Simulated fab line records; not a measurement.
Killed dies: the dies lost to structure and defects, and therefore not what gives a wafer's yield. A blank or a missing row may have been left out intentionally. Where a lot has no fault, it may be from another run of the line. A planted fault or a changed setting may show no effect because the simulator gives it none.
Check for tools in common + flow gf180mcu + 39 wafers sampled across 13 lots

REASON IT WAS OPENED
At GF_CONTACT_CD_MEAS_14 the reading cdNm is flagged on 1 of 13 lots. Fault-free wafers read 219.6 nm, with a standard deviation of 1.4.
Rule: flag the lot when none of its wafers has a number, or when each of its wafers that has one lies beyond 4 standard deviations from that mean. As for the other lots, they are considered sound.

| lot  | measured     | on       | cdNm (nm), wafer by wafer | flag    |
|------|--------------|----------|---------------------------|---------|
| L605 | day 16 01:25 | cdSem-02 | 221.7 222.2 221.7         |         |
| L606 | day 16 14:50 | cdSem-02 | 220.0 221.6 219.8         |         |
| L608 | day 17 06:51 | cdSem-02 | 218.6 217.9 220.9         |         |
| L609 | day 17 22:40 | cdSem-02 | 222.5 219.6 221.2         |         |
| L614 | day 19 07:11 | cdSem-01 | 218.5 219.7 220.4         |         |
| L616 | day 20 16:15 | cdSem-01 | 220.3 219.4 220.4         |         |
| L617 | day 20 17:32 | cdSem-01 | 193.6 194.0 193.7         | FLAGGED |
| L618 | day 21 04:31 | cdSem-02 | 218.7 219.3 220.3         |         |
| L623 | day 22 21:53 | cdSem-02 | 219.6 217.7 218.6         |         |
| L624 | day 23 00:39 | cdSem-02 | 217.6 218.2 218.1         |         |
| L626 | day 23 16:36 | cdSem-01 | 218.7 218.5 218.3         |         |
| L627 | day 24 03:21 | cdSem-01 | 220.2 219.2 220.3         |         |
| L628 | day 24 10:09 | cdSem-01 | 216.6 218.2 217.8         |         |
The numbers of the flagged lots are 193.8 nm on average: -25.8 nm against the usual, or -18 standard deviations.

WHICH TOOL RAN EACH LOT
The record holds 2 process steps before the reading, out of a route of 602 steps. Every cell lists first the tool, next ch and the chambers used by the sampled wafers, and last the start.
| lot  | flag    | GF_SAB_STRIP_13                     | GF_CONTACT_EXPOSE_11             |
|------|---------|-------------------------------------|----------------------------------|
| L605 |         | plasmaAsher-04 ch 0,1, day 15 02:06 | krfScanner-02 ch 0, day 15 14:42 |
| L606 |         | plasmaAsher-03 ch 0,1, day 15 15:32 | krfScanner-02 ch 0, day 16 03:51 |
| L608 |         | plasmaAsher-02 ch 0,1, day 16 06:20 | krfScanner-01 ch 0, day 16 19:27 |
| L609 |         | plasmaAsher-04 ch 0,1, day 16 21:40 | krfScanner-02 ch 0, day 17 10:50 |
| L614 |         | plasmaAsher-03 ch 0,1, day 18 06:23 | krfScanner-01 ch 0, day 18 19:36 |
| L616 |         | plasmaAsher-02 ch 0,1, day 19 14:03 | krfScanner-02 ch 0, day 20 03:50 |
| L617 | FLAGGED | plasmaAsher-03 ch 0,1, day 19 15:37 | krfScanner-02 ch 0, day 20 05:32 |
| L618 |         | plasmaAsher-02 ch 0,1, day 20 02:26 | krfScanner-02 ch 0, day 20 15:57 |
| L623 |         | plasmaAsher-02 ch 0,1, day 21 21:19 | krfScanner-01 ch 0, day 22 10:28 |
| L624 |         | plasmaAsher-02 ch 0,1, day 22 00:02 | krfScanner-02 ch 0, day 22 13:11 |
| L626 |         | plasmaAsher-02 ch 0,1, day 22 16:14 | krfScanner-02 ch 0, day 23 06:01 |
| L627 |         | plasmaAsher-03 ch 0,1, day 23 03:39 | krfScanner-02 ch 0, day 23 16:20 |
| L628 |         | plasmaAsher-03 ch 0,1, day 23 10:18 | krfScanner-02 ch 0, day 23 23:27 |
What the steps here do:
- GF_SAB_STRIP_13: strips in O2/N2.
- GF_CONTACT_EXPOSE_11: exposes mask Contact, target cd 220 nm.
- GF_CONTACT_CD_MEAS_14: target cd 220 nm.

FLAGGED OVER TOTAL, TOOL BY TOOL (the gauges that took the reading come last)
| step                  | tool           | lots run | flagged | share of the flagged lots | sound lots run after its first flagged lot |
|-----------------------|----------------|----------|---------|---------------------------|--------------------------------------------|
| GF_SAB_STRIP_13       | plasmaAsher-02 | 6        | 0       | none                      | -                                          |
| GF_SAB_STRIP_13       | plasmaAsher-03 | 5        | 1       | all                       | 2 (L627,L628)                              |
| GF_SAB_STRIP_13       | plasmaAsher-04 | 2        | 0       | none                      | -                                          |
| GF_CONTACT_EXPOSE_11  | krfScanner-01  | 3        | 0       | none                      | -                                          |
| GF_CONTACT_EXPOSE_11  | krfScanner-02  | 10       | 1       | all                       | 5 (L618,L624,L626,L627,L628)               |
| GF_CONTACT_CD_MEAS_14 | cdSem-01       | 6        | 1       | all                       | 3 (L626,L627,L628)                         |
| GF_CONTACT_CD_MEAS_14 | cdSem-02       | 7        | 0       | none                      | -                                          |

WHAT THE TABLE ALLOWS
In the table, 3 rows ran each flagged lot (plasmaAsher-03 at GF_SAB_STRIP_13; krfScanner-02 at GF_CONTACT_EXPOSE_11; cdSem-01 at GF_CONTACT_CD_MEAS_14).
- plasmaAsher-03 at GF_SAB_STRIP_13 ran 5 lots, 1 of them flagged. Sound lots followed the first flagged one (L627, L628) on it, something a lasting fault affecting the whole tool could not allow.
- krfScanner-02 at GF_CONTACT_EXPOSE_11 ran 10 lots, 1 of them flagged. Sound lots followed the first flagged one (L618, L624, L626, L627, L628) on it, something a lasting fault affecting the whole tool could not allow.
- cdSem-01 at GF_CONTACT_CD_MEAS_14 ran 6 lots, 1 of them flagged. Sound lots followed the first flagged one (L626, L627, L628) on it, something a lasting fault affecting the whole tool could not allow.
Not one row of the table ran every flagged lot while running no sound lot after the first.

WHAT HAD BEEN PUT IN BY THE SIMULATOR
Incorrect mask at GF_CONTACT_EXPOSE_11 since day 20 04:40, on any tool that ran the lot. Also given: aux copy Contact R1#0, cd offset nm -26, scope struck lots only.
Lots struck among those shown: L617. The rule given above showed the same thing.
